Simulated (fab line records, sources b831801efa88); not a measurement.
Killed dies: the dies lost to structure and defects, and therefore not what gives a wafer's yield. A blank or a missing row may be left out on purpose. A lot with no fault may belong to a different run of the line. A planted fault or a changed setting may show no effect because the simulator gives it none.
Matching of chambers	flow gf180mcu	4 sister chambers for GF_POLY_GATE_ETCH_13 on rieSi-01
The step etches poly-Si in HBr/Cl2, stops on SiO2, target depth 198.5 nm, time 69.6 s. 8 wafers are shown with their chamber, then 9 later ones without.

## EACH WAFER AND ITS CHAMBER
wafer	chamber	oesProductAu (a.u.)	throttleValvePct (%)
L839.4	3	0.996	33.681
L845.4	1	0.984	33.670
L845.5	1	0.994	33.680
L846.5	3	0.988	33.669
L846.6	2	0.985	33.683
L847.1	0	0.999	33.709
L847.4	2	0.985	33.674
L847.5	0	0.999	33.683

## WAFERS WHOSE CHAMBER IS MISSING
wafer	oesProductAu (a.u.)	throttleValvePct (%)
L849.1	0.996	33.677
L849.3	0.997	33.692
L849.5	1.002	33.687
L855.2	0.997	33.697
L855.5	0.987	33.675
L855.6	0.992	33.669
L859.3	0.985	33.686
L859.4	0.994	33.688
L859.5	0.993	33.671

## WHICH CHAMBER EACH WENT THROUGH
wafer	from the rows above	in truth
L849.1	can't be placed: 3 or 1 or 0 or 2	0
L849.3	can't be placed: 0 or 3 or 1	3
L849.5	can't be placed: 0 or 3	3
L855.2	can't be placed: 0 or 3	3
L855.5	can't be placed: 1 or 2 or 3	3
L855.6	can't be placed: 3 or 1 or 2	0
L859.3	can't be placed: 2 or 1 or 3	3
L859.4	can't be placed: 3 or 0 or 1 or 2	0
L859.5	can't be placed: 3 or 1 or 2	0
Placed correctly: 0 of 9. Cannot be placed on the basis of these rows: 9; the candidates contain the true chamber in 7. 0 placed wrongly.
How it was worked out, from the rows above alone: a wafer's distance from a chamber is the root of the sum, over the readings, of the square of ((its reading less the chamber's mean) divided by the reading's scatter). If the next closest chamber is less than 2 further off than the closest, the wafer can't be placed; otherwise it belongs to the closest. Each chamber's mean is taken over the wafers shown for it. The scatter: take each reading less its chamber's mean, square it, sum over the shown wafers, divide by the number of wafers less the number of chambers, and take the root.
